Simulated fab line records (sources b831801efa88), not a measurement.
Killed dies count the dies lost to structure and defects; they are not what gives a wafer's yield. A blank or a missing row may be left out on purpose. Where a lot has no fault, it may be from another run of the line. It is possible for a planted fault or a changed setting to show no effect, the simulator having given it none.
fab line records    flow sky130
[record] lots = 5  wafers = 15  last-day = 49
route steps=708 shown VIA1@470 METAL2@483 PAD_OPEN@708
lots that met no fault: taken from a fault-free run of the same line
start-h: the number of hours between the record's first day and the start of the first shown wafer of the lot    wait-h: hours elapsed since this lot's preceding step    " the same as in the row above    L1.1+2: several wafers, shown together as one row    - value missing, or start not given    * or withheld: withheld    < > ~ a bound
route shown NAME@n: names a module that has steps shown in the file, with the first one's number in the route    usual: mean/standard deviation taken from wafers without a fault    same: alike in all rows    chamber/n: place in a boat    sites: the reading at each site    _std_site: the values' standard deviation    _edge_site: mean of outer sites minus mean of inner sites    radius-mm: how far each site lies from the wafer's centre    mask NAME#n: copy n    behind: the tool/chamber that last shaped the wafer    hold: reason for holding the lot/hours on hold/outcome of the hold    device: which transistor (n, p or np) failed to switch    end of line: tests of these same wafers at the route's end    step lacking rows: just its recipe    killed: at the first sort, the dies lost to defects and structure; wafer yield is something else    map: per-die view of a wafer (x killed, . not killed, _ where there is no die)
set.NAME: the setting that was run; set.NAME@STEP: the one run at that earlier step    model.NAME: the simulator's own value behind a step, which no gauge read
lots seen at some steps along the route; tables by step, rows by wafer
services: a tool's chamber out of use, with start hour (start-h, from the record's first day; less than 0 if before it), hours out, and reason
[[steps]]
[step SKY_VIA1_CD_MEAS_12]
[recipe] target-cd-nm = 150
[usual] cd-nm = 150.2/1.8
lot.wafer  tool       chamber  start-h  wait-h  cd-nm
L647.1     cd-sem-02  -        795.54   -       149.2
L647.4     "          -        "        "       147.0
L647.5     "          -        "        "       148.7
L648.3     cd-sem-01  -        807.00   -       152.7
L648.4     "          -        "        "       153.0
L648.6     "          -        "        "       153.6
L650.2     cd-sem-02  -        829.75   -       150.0
L650.3     "          -        "        "       149.2
L650.6     "          -        "        "       150.0
L659.1     cd-sem-02  -        905.34   -       147.9
L659.2     "          -        "        "       147.9
L659.5     "          -        "        "       148.1
L665.1     cd-sem-01  -        928.23   -       149.1
L665.2     "          -        "        "       151.0
L665.6     "          -        "        "       150.0
[step SKY_VIA1_OVL_MEAS_13]
[usual] VIA1_OVL = -3/5.1
lot.wafer  tool        chamber  start-h  wait-h  VIA1_OVL[nm]
L647.1     overlay-02  -        795.66   0.1     -7
L647.4     "           -        "        "       -4
L647.5     "           -        "        "       -8
L648.3     overlay-02  -        807.10   0.1     -7
L648.4     "           -        "        "       -4
L648.6     "           -        "        "       -7
L650.2     overlay-02  -        829.85   0.1     -3
L650.3     "           -        "        "       -6
L650.6     "           -        "        "       -7
L659.1     overlay-01  -        905.46   0.1     -1
L659.2     "           -        "        "       -5
L659.5     "           -        "        "       -4
L665.1     overlay-02  -        928.35   0.1     -4
L665.2     "           -        "        "       -8
L665.6     "           -        "        "       -3
[step SKY_VIA1_ETCH_14]
[recipe] chemistry = N2/H2  target = BARC  ion-energy-ev = 200  source-w = 500  bias-w = 100  pressure-mtorr = 30  n2-flow-sccm = 100  h2-flow-sccm = 200  stop-on = SiO2  time-s = 45.9  target-depth-a = 600
[usual] chamber-pressure-mTorr = 30.00/0.031  drypump-motor-current-A = 5.7/0.41  oes-product-au = 0.855/0.0049  throttle-valve-pct = 13.226/0.0092
lot.wafer  tool         chamber  start-h  wait-h  chamber-pressure-mTorr  drypump-motor-current-A  oes-product-au  rf-hours-counter-h  throttle-valve-pct
L647.1     rie-diel-03  1        795.70   0.0     30.00                   5.6                      0.856           4                   13.223
L647.4     "            2        "        "       29.97                   5.7                      0.860           16                  13.228
L647.5     "            1        "        "       30.02                   5.7                      0.851           -                   13.228
L648.3     rie-diel-04  0        807.12   0.0     29.99                   5.9                      0.850           7                   13.219
L648.4     "            3        "        "       30.04                   5.6                      0.849           6                   13.217
L648.6     "            0        "        "       29.98                   5.9                      0.861           -                   13.217
L650.2     rie-diel-04  2        829.88   0.0     29.97                   5.6                      0.854           2                   13.245
L650.3     "            1        "        "       30.05                   6.2                      0.846           6                   13.216
L650.6     "            2        "        "       30.03                   5.6                      0.859           -                   13.241
L659.1     rie-diel-01  3        905.50   0.0     30.00                   6.7                      0.852           17                  13.228
L659.2     "            2        "        "       30.01                   5.2                      0.858           10                  13.229
L659.5     "            0        "        "       30.00                   5.8                      0.853           -                   13.227
L665.1     rie-diel-03  2        928.38   0.0     30.03                   5.7                      0.848           19                  13.222
L665.2     "            3        "        "       30.01                   6.0                      0.855           8                   13.236
L665.6     "            1        "        "       30.02                   5.7                      0.862           -                   13.206
[step SKY_VIA1_ETCH_15]
[recipe] target = SiO2  chemistry = C4F8/O2/Ar  target-depth-nm = 351  stop-on = TiN  mask-material = KrF-thick  source-w = 1500  bias-w = 1200  pressure-mtorr = 40  c4f8-flow-sccm = withheld  O2_flow_sccm = 6  Ar_flow_sccm = 300  time-s = 54
[step SKY_VIA1_STRIP_16]
[recipe] chemistry = O2/N2  power-w = 1400  pressure-mtorr = 1500  platen-temp-c = withheld  o2-flow-sccm = 3000  n2-flow-sccm = 300  overash-fraction = 0.5
[usual] chamber-pressure-mTorr = 1500.0/1.4  drypump-motor-current-A = 5.8/0.48  oes-product-au = 0.416/0.0044  strip-time-to-endpoint-s = 4.460/0.022
lot.wafer  tool             chamber  start-h  wait-h  chamber-pressure-mTorr  drypump-motor-current-A  oes-product-au  rf-hours-counter-h  strip-time-to-endpoint-s
L647.1     plasma-asher-03  0        795.79   0.0     1499.3                  6.7                      0.411           36                  4.449
L647.4     "                0        "        "       1499.6                  6.7                      0.418           -                   4.494
L647.5     "                1        "        "       1499.8                  5.8                      0.417           -                   4.474
L648.3     plasma-asher-04  1        807.24   0.1     1498.9                  5.9                      0.413           -                   4.434
L648.4     "                0        "        "       1499.9                  5.4                      0.421           -                   4.444
L648.6     "                0        "        "       1502.5                  5.3                      0.419           -                   4.440
L650.2     plasma-asher-04  1        829.97   0.0     1500.5                  5.9                      0.414           100                 4.475
L650.3     "                1        "        "       1501.6                  5.9                      0.419           -                   4.474
L650.6     "                1        "        "       1497.7                  5.9                      0.421           -                   4.464
L659.1     plasma-asher-02  0        905.59   0.0     1501.2                  5.2                      0.415           15                  4.474
L659.2     "                1        "        "       1498.9                  5.9                      0.410           15                  4.471
L659.5     "                1        "        "       1499.3                  5.9                      0.413           -                   4.506
L665.1     plasma-asher-03  0        928.47   0.0     1499.8                  6.8                      0.417           50                  4.454
L665.2     "                1        "        "       1503.1                  5.8                      0.417           50                  4.458
L665.6     "                1        "        "       1499.2                  5.8                      0.420           -                   4.438
[step SKY_VIA1_STRIP_17]
[recipe] chemistry = post-etch-residue-remover  time-s = 1200  temp-c = 72.5
[step SKY_VIA1_CLEAN_18]
[recipe] chemistry = IPA  time-s = 180  temp-c = 25
[step SKY_VIA1_CLEAN_19]
[recipe] chemistry = O3/DIW  dry = n2-spin
[step SKY_VIA1_SPUTTER_20]
[recipe] material = TiN  target-thk-nm = 20  chamber-pressure-pa = 5  power-w = 4000  time-s = 80
[usual] throttle-valve-pct = 30.3/1.3
lot.wafer  tool            chamber  start-h  wait-h  throttle-valve-pct
L647.1     pvd-sputter-04  -        796.42   0.0     31.1
L647.4     "               -        "        "       28.1
L647.5     "               -        "        "       31.1
L648.3     pvd-sputter-02  -        807.81   0.0     29.6
L648.4     "               -        "        "       30.1
L648.6     "               -        "        "       31.4
L650.2     pvd-sputter-04  -        830.60   0.0     31.5
L650.3     "               -        "        "       31.1
L650.6     "               -        "        "       28.1
L659.1     pvd-sputter-02  -        906.21   0.0     29.8
L659.2     "               -        "        "       30.7
L659.5     "               -        "        "       30.1
L665.1     pvd-sputter-04  -        929.12   0.0     30.8
L665.2     "               -        "        "       31.4
L665.6     "               -        "        "       28.3
[step SKY_VIA1_CVD_21]
[recipe] material = W  target-thk-nm = 270  time-s = 80.902  temp-c = 400  pressure-torr = 40
[usual] heater-power-w = 879/29
lot.wafer  tool      chamber  start-h  wait-h  heater-power-w
L647.1     cvd-w-02  0        796.48   0.0     924
L647.4     "         1        "        "       882
L647.5     "         1        "        "       916
L648.3     cvd-w-01  1        807.90   0.1     845
L648.4     "         0        "        "       850
L648.6     "         0        "        "       861
L650.2     cvd-w-02  0        830.70   0.1     912
L650.3     "         0        "        "       930
L650.6     "         0        "        "       923
L659.1     cvd-w-01  1        906.27   0.0     862
L659.2     "         0        "        "       876
L659.5     "         1        "        "       854
L665.1     cvd-w-02  1        929.18   0.0     894
L665.2     "         0        "        "       821
L665.6     "         0        "        "       844
[step SKY_VIA1_RS_MEAS_22]
[recipe] thk-meas-gauge = four-point-probe  reads = W_of_VIA1_CVD_21+TiN_of_VIA1_SPUTTER_20
[usual] VIA1_W_RS = 0.426/0.004
lot.wafer  tool           chamber  start-h  wait-h  VIA1_W_RS[ohm/sq]
L647.1     film-metro-01  -        796.57   0.1     0.422
L647.4     "              -        "        "       0.426
L647.5     "              -        "        "       0.425
L648.3     film-metro-04  -        808.00   0.1     0.428
L648.4     "              -        "        "       0.424
L648.6     "              -        "        "       0.429
L650.2     film-metro-04  -        830.87   0.1     0.427
L650.3     "              -        "        "       0.427
L650.6     "              -        "        "       0.429
L659.1     film-metro-01  -        906.36   0.1     0.426
L659.2     "              -        "        "       0.425
L659.5     "              -        "        "       0.426
L665.1     film-metro-01  -        929.28   0.1     0.425
L665.2     "              -        "        "       0.428
L665.6     "              -        "        "       0.422
[step SKY_VIA1_THK_MEAS_23]
[recipe] thk-meas-gauge = xrf  reads = W_of_VIA1_CVD_21
[usual] VIA1_W_THK = 266/3.4
lot.wafer  tool           chamber  start-h  wait-h  VIA1_W_THK[nm]
L647.1     film-metro-01  -        796.69   0.1     266
L647.4     "              -        "        "       264
L647.5     "              -        "        "       264
L648.3     film-metro-04  -        808.10   0.1     269
L648.4     "              -        "        "       271
L648.6     "              -        "        "       268
L650.2     film-metro-04  -        830.98   0.1     265
L650.3     "              -        "        "       265
L650.6     "              -        "        "       265
L659.1     film-metro-01  -        906.48   0.1     265
L659.2     "              -        "        "       266
L659.5     "              -        "        "       264
L665.1     film-metro-01  -        929.40   0.1     263
L665.2     "              -        "        "       261
L665.6     "              -        "        "       265
[step SKY_VIA1_CMP_24]
[recipe] stop-on = SiO2  t-overpolish-s = 15  down-force-psi = 3.5  platen-rpm = 60  target-thk-nm = 0  pad-velocity-m-s = 0.94248
[usual] motor-current-A = 11.0/0.68  overpolish-run-s = 15.002/0.009  time-to-endpoint-s = 66/3.2
lot.wafer  tool    chamber  start-h  wait-h  motor-current-A  overpolish-run-s  time-to-endpoint-s
L647.4     cmp-01  0        796.80   0.1     11.2             15.001            72
L647.1     "       1        "        "       11.1             15.000            66
L647.5     "       0        "        "       10.3             15.012            70
L648.3     cmp-02  0        808.19   0.1     11.2             15.008            66
L648.4     "       1        "        "       10.5             15.014            67
L648.6     "       3        "        "       9.4              15.020            64
L650.3     cmp-01  3        831.08   0.1     11.4             15.005            65
L650.2     "       1        "        "       11.1             14.997            66
L650.6     "       3        "        "       11.2             15.005            64
L659.2     cmp-01  2        906.64   0.1     11.5             14.998            69
L659.1     "       3        "        "       11.3             14.999            73
L659.5     "       1        "        "       11.7             15.003            69
L665.1     cmp-01  0        929.50   0.1     10.7             0.038             105
L665.2     "       3        "        "       11.3             14.999            64
L665.6     "       0        "        "       11.5             0.039             105
[step SKY_METAL2_SPUTTER_00]
[recipe] material = Ti  target-thk-nm = 15  power-w = 3000  time-s = 10  chamber-pressure-pa = 0.4
[usual] throttle-valve-pct = 29.9/1.1
lot.wafer  tool            chamber  start-h  wait-h  throttle-valve-pct
L647.1     pvd-sputter-01  -        797.05   0.1     30.0
L647.4     "               -        "        "       30.1
L647.5     "               -        "        "       29.3
L648.3     pvd-sputter-01  -        808.44   0.2     29.3
L648.4     "               -        "        "       29.6
L648.6     "               -        "        "       30.1
L650.2     pvd-sputter-03  -        831.33   0.1     32.4
L650.3     "               -        "        "       27.7
L650.6     "               -        "        "       32.0
L659.1     pvd-sputter-01  -        906.84   0.1     30.1
L659.2     "               -        "        "       29.5
L659.5     "               -        "        "       29.3
L665.2     pvd-sputter-02  -        929.80   0.1     31.3
[step SKY_PAD_OPEN_PROBE_99]
[usual] defect-limited-yield = 82.6/1.7  killed_at_M0_to_M3 = 43/6.5  killed_at_M4_up = 3.2/1.9  killed-at-contacts = 25/5.5  killed-at-front-end = 14/4.2  killed-at-other = 0.2/0.44  killed-dies = 85/8.5  killed-on-rim = 16/3.3  killed-open = 47/7  killed-short = 39/6.3  sort_bin_3_pad_short = 0.9/0.46  sort_bin_5_function = 10.3/1.4  sort_bin_6_memory = 6.2/1.2  sort-n-pass = 407/8.5  sort-yield-pct = 82.6/1.7
[same] gross-dies = 492  killed-at-back-side = 0  sort_bin_4_leakage[%] = 0  sort_bin_8_speed[%] = 0
lot.wafer  tool       chamber  start-h  wait-h  defect-limited-yield[%]  killed_at_M0_to_M3  killed_at_M4_up  killed-at-contacts  killed-at-front-end  killed-at-other  killed-dies  killed-on-rim  killed-open  killed-short  sort_bin_3_pad_short[%]  sort_bin_5_function[%]  sort_bin_6_memory[%]  sort-n-pass  sort-yield-pct[%]
L650.2     prober-01  -        1108.70  0.1     84.3                     43                  4                22                  7                    1                77           11             36           41            1.2                      8.1                     6.3                   415          84.3
L650.3     prober-01  -        1108.75  0.2     83.9                     46                  2                23                  8                    0                79           13             40           39            0.6                      11.2                    4.3                   413          83.9
L650.6     prober-01  -        1108.90  0.2     84.3                     46                  2                18                  11                   0                77           16             39           38            0.6                      9.1                     5.9                   415          84.3
L659.1     prober-02  -        1164.77  0.1     82.1                     37                  7                27                  17                   0                88           15             43           45            0.2                      10.4                    7.3                   404          82.1
L659.2     prober-02  -        1164.82  0.1     78.5                     60                  2                26                  18                   0                106          16             70           36            0.8                      13.8                    6.9                   386          78.5
L659.5     prober-02  -        1164.97  0.2     80.3                     51                  3                24                  18                   1                97           19             45           52            0.4                      10.2                    9.1                   395          80.3
L665.1     prober-02  -        1181.89  0.1     0                        450                 8                28                  6                    0                492          96             40           44            84.1                     10.0                    5.9                   0            0
L665.6     prober-02  -        1182.14  0.2     0                        446                 2                32                  12                   0                492          96             45           33            85.6                     9.3                     5.1                   0            0
// killed by level:class
L650.2 CONTACT:geometric-particle:open=9 VIA1:geometric-particle:short=9 VIA1:geometric-particle:open=8 LI_CONTACT:geometric-particle:open=5 CONTACT:geometric-particle:short=5 VIA2:geometric-particle:open=5 METAL1:geometric-particle:short=5 VIA2:geometric-particle:short=4
L650.3 VIA1:geometric-particle:open=10 CONTACT:geometric-particle:open=8 LI_CONTACT:geometric-particle:open=6 METAL1:geometric-particle:short=6 VIA1:geometric-particle:short=6 VIA3:geometric-particle:open=5 CONTACT:geometric-particle:short=5 METAL2:geometric-particle:short=5
L650.6 VIA1:geometric-particle:open=12 METAL1:geometric-particle:short=8 VIA3:geometric-particle:open=6 VIA2:geometric-particle:open=5 LI_CONTACT:geometric-particle:open=5 CONTACT:geometric-particle:open=5 CONTACT:geometric-particle:short=4 VIA1:geometric-particle:short=4
L659.1 CONTACT:geometric-particle:open=10 METAL3:geometric-particle:short=8 LI_CONTACT:geometric-particle:open=7 VIA1:geometric-particle:open=7 FIELD_ISO:geometric-particle:short=5 METAL1:geometric-particle:short=5 VIA1:geometric-particle:short=5 FIELD_ISO:geometric-particle:open=4
L659.2 VIA1:geometric-particle:open=28 CONTACT:geometric-particle:open=12 VIA2:geometric-particle:open=10 VIA1:geometric-particle:short=8 LI_CONTACT:geometric-particle:open=7 POLY_GATE:geometric-particle:open=6 FIELD_ISO:geometric-particle:open=4 POLY_GATE:geometric-particle:short=4
L659.5 CONTACT:geometric-particle:open=13 VIA1:geometric-particle:open=13 VIA1:geometric-particle:short=8 METAL2:geometric-particle:short=8 METAL1:geometric-particle:short=7 POLY_GATE:geometric-particle:short=5 VIA3:geometric-particle:open=4 LOCAL_INTERCONNECT:geometric-particle:short=4
L665.1 VIA1:area-cmp=408 VIA1:geometric-particle:open=11 CONTACT:geometric-particle:open=7 METAL1:geometric-particle:short=7 LI_CONTACT:geometric-particle:open=6 LOCAL_INTERCONNECT:geometric-particle:short=6 METAL4:geometric-particle:short=6 CONTACT:geometric-particle:short=5
L665.6 VIA1:area-cmp=414 CONTACT:geometric-particle:open=15 VIA1:geometric-particle:open=9 LI_CONTACT:geometric-particle:open=7 CONTACT:geometric-particle:short=6 METAL2:geometric-particle:short=6 VIA2:geometric-particle:short=6 POLY_GATE:geometric-particle:short=3
// map L665.1 (x killed, . not)
__________xxxxxxxxxx_________
________xxxxxxxxxxxxxx_______
______xxxxxxxxxxxxxxxxxx_____
_____xxxxxxxxxxxxxxxxxxxx____
____xxxxxxxxxxxxxxxxxxxxxx___
___xxxxxxxxxxxxxxxxxxxxxxxx__
__xxxxxxxxxxxxxxxxxxxxxxxxxx_
_xxxxxxxxxxxxxxxxxxxxxxxxxxxx
_xxxxxxxxxxxxxxxxxxxxxxxxxxxx
_xxxxxxxxxxxxxxxxxxxxxxxxxxxx
_xxxxxxxxxxxxxxxxxxxxxxxxxxxx
_xxxxxxxxxxxxxxxxxxxxxxxxxxxx
_xxxxxxxxxxxxxxxxxxxxxxxxxxxx
_xxxxxxxxxxxxxxxxxxxxxxxxxxxx
_xxxxxxxxxxxxxxxxxxxxxxxxxxxx
__xxxxxxxxxxxxxxxxxxxxxxxxxx_
___xxxxxxxxxxxxxxxxxxxxxxxx__
____xxxxxxxxxxxxxxxxxxxxxx___
_____xxxxxxxxxxxxxxxxxxxx____
______xxxxxxxxxxxxxxxxxx_____
________xxxxxxxxxxxxxx_______
__________xxxxxxxxxx_________
// map L650.3 (x killed, . not)
__________...x......_________
________....x........._______
______...x....xx........_____
_____...xx.........x.....____
____x...x.....x.......x...___
___..x..................x..__
__...x.......xx.x...x......._
_....x...................x...
_x.x........x..xx......x....x
_x.........x........xx.....x.
_..x..xxx...x..x....xx.......
_...........x...x.....x.....x
_.......x.x..........x....x..
_.........x.......x.......x..
_............x....x..x.x..x..
__x..x......x..............._
___...x.......x....x.......__
____x.........x........x..___
_____.x......xx..x....x..____
______.x..x.xxx........._____
________.............._______
__________.x..x..x.._________
[[services]]
tool             chamber  start-h  hours  kind
cmp-02           -        774.87   0.8    repair
plasma-asher-02  -        775.72   0.8    repair
rie-diel-03      -        779.64   2.6    repair
rie-diel-03      3        786.93   6.1    repair
pvd-sputter-01   1        795.40   -      consumable-replace:kit
pvd-sputter-04   -        798.90   3.5    repair
pvd-sputter-04   -        803.31   2.1    repair
cmp-02           -        808.67   1.2    repair
plasma-asher-02  -        823.45   1.0    repair
cvd-w-02         1        824.78   15.4   repair
pvd-sputter-03   -        836.77   2.9    repair
plasma-asher-02  -        858.89   6.4    repair
plasma-asher-04  -        866.52   2.8    pm
pvd-sputter-04   -        873.00   7.7    repair
cvd-w-02         0        876.78   1.5    repair
rie-diel-01      -        886.20   6.2    repair
cvd-w-02         1        894.38   1.9    repair
rie-diel-01      3        896.82   4.5    repair
rie-diel-01      -        903.82   1.2    repair
cvd-w-02         -        904.00   14.0   pm
cmp-01           -        912.05   4.0    pm
cmp-01           -        916.05   -      consumable-replace:conditioner
cmp-01           -        916.05   -      consumable-replace:pad
rie-diel-04      1        924.52   6.0    repair
[[key]]
[first-sign] step = SKY_VIA1_CMP_24  reading = overpolish-run-s  direction = down  sigmas = 99+  usual = 15.002  struck = 0.039
[effect] step = SKY_VIA1_CMP_24  reading = time-to-endpoint-s  direction = up  sigmas = 13  usual = *  struck = *
[effect] step = SKY_PAD_OPEN_PROBE_99  reading = sort_bin_3_pad_short  direction = up  sigmas = 99+  usual = 0.9  struck = 84.9
[more-kills-born-at] SKY_VIA1_CMP_24@cmp-01 = 822
met-at SKY_VIA1_CMP_24
struck-wafers L665.1,L665.6
later-rows-left-out L665.1,L665.6
onset-between 796.80 929.50
[fault] kind = process-parameter-drift  tool = cmp-01  chamber = 0  onset-h = 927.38  steps = SKY_VIA1_CMP_24  channel = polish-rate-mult  offset = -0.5  shape = step  end-h = 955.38
// later-rows-left-out: the simulator's readings of these wafers behind a module that went badly wrong aren't trusted and aren't shown, but for the sort
